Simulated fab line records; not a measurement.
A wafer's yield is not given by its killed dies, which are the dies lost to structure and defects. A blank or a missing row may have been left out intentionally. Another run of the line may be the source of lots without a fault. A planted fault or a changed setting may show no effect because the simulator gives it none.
Chamber matching + flow sky130 + SKY_FIELD_ISO_CMP_27 on cmp-02: 4 sister chambers
The step polishes, stops on Si3N4, t overpolish 16 s, target thk 457.8 nm. 18 wafers are shown with their chamber, then 9 later ones without.

## EACH WAFER AND ITS CHAMBER
| wafer  | chamber | motorCurrentA (A) | timeToEndpointS (s) | slurryFilterDpKPa (kPa) |
|--------|---------|-------------------|---------------------|-------------------------|
| L270.1 | 2       | 12.0              | 114                 | 13.52                   |
| L270.3 | 1       | 11.4              | 116                 | 13.49                   |
| L270.5 | 1       | 10.3              | 116                 | 13.36                   |
| L271.3 | 3       | 11.4              | 111                 | 13.54                   |
| L271.4 | 0       | 14.2              | 114                 | 13.60                   |
| L271.5 | 1       | 10.7              | 114                 | 13.42                   |
| L273.1 | 3       | 11.2              | 110                 | 13.71                   |
| L273.3 | 0       | 13.9              | 106                 | 13.42                   |
| L273.5 | 0       | 13.6              | 110                 | 13.51                   |
| L274.3 | 2       | 12.3              | 112                 | 13.50                   |
| L274.4 | 1       | 10.7              | 115                 | 13.54                   |
| L274.6 | 2       | 12.3              | 114                 | 13.69                   |
| L276.1 | 3       | 11.0              | 112                 | 13.69                   |
| L276.2 | 1       | 10.9              | 117                 | 13.55                   |
| L276.6 | 1       | 10.4              | 117                 | 13.59                   |
| L279.1 | 1       | 10.7              | 114                 | 13.26                   |
| L279.2 | 0       | 13.5              | 114                 | 13.62                   |
| L279.6 | 2       | 12.3              | 115                 | 13.35                   |

SIGNATURES (means of the wafers above)
| reading           | chamber 0 | chamber 1 | chamber 2 | chamber 3 | scatter within a chamber |
|-------------------|-----------|-----------|-----------|-----------|--------------------------|
| motorCurrentA     | 13.800    | 10.729    | 12.225    | 11.200    | 0.295                    |
| timeToEndpointS   | 111.00    | 115.57    | 113.75    | 111.00    | 2.08                     |
| slurryFilterDpKPa | 13.5375   | 13.4586   | 13.5150   | 13.6467   | 0.115                    |
Rule: for a wafer and a chamber, the distance is found by dividing, reading by reading, the gap between the wafer's reading and the chamber's mean by the reading's scatter, squaring, summing and taking the root. The wafer belongs to the nearest chamber; if the next one is less than 2 further off, it can't be placed. The scatter: take each reading less its chamber's mean, square it, sum over the shown wafers, divide by the number of wafers less the number of chambers, and take the root.

## WAFERS MISSING THEIR CHAMBER
| wafer  | motorCurrentA (A) | timeToEndpointS (s) | slurryFilterDpKPa (kPa) |
|--------|-------------------|---------------------|-------------------------|
| L288.3 | 11.2              | 114                 | 13.38                   |
| L288.4 | 14.2              | 111                 | 13.45                   |
| L288.6 | 10.8              | 111                 | 13.49                   |
| L289.2 | 11.6              | 110                 | 13.61                   |
| L289.4 | 10.6              | 109                 | 13.74                   |
| L289.5 | 14.3              | 110                 | 13.40                   |
| L292.3 | 10.7              | 106                 | 13.70                   |
| L292.4 | 11.2              | 107                 | 13.49                   |
| L292.5 | 11.1              | 103                 | 13.64                   |

## THE CHAMBER EACH PASSED THROUGH
| wafer  | from the rows above          | in truth                   |
|--------|------------------------------|----------------------------|
| L288.3 | can't be placed: 1 or 3 or 2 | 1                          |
| L288.4 | 0                            | 0                          |
| L288.6 | can't be placed: 3 or 1      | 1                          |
| L289.2 | can't be placed: 3 or 2      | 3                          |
| L289.4 | can't be placed: 3 or 1      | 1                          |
| L289.5 | 0                            | 0                          |
| L292.3 | 3                            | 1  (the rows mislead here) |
| L292.4 | 3                            | 3                          |
| L292.5 | 3                            | 3                          |
4 of 9 placed correctly. Can't be placed from these rows: 4 (the true chamber is among the candidates in 4). 1 placed wrongly.
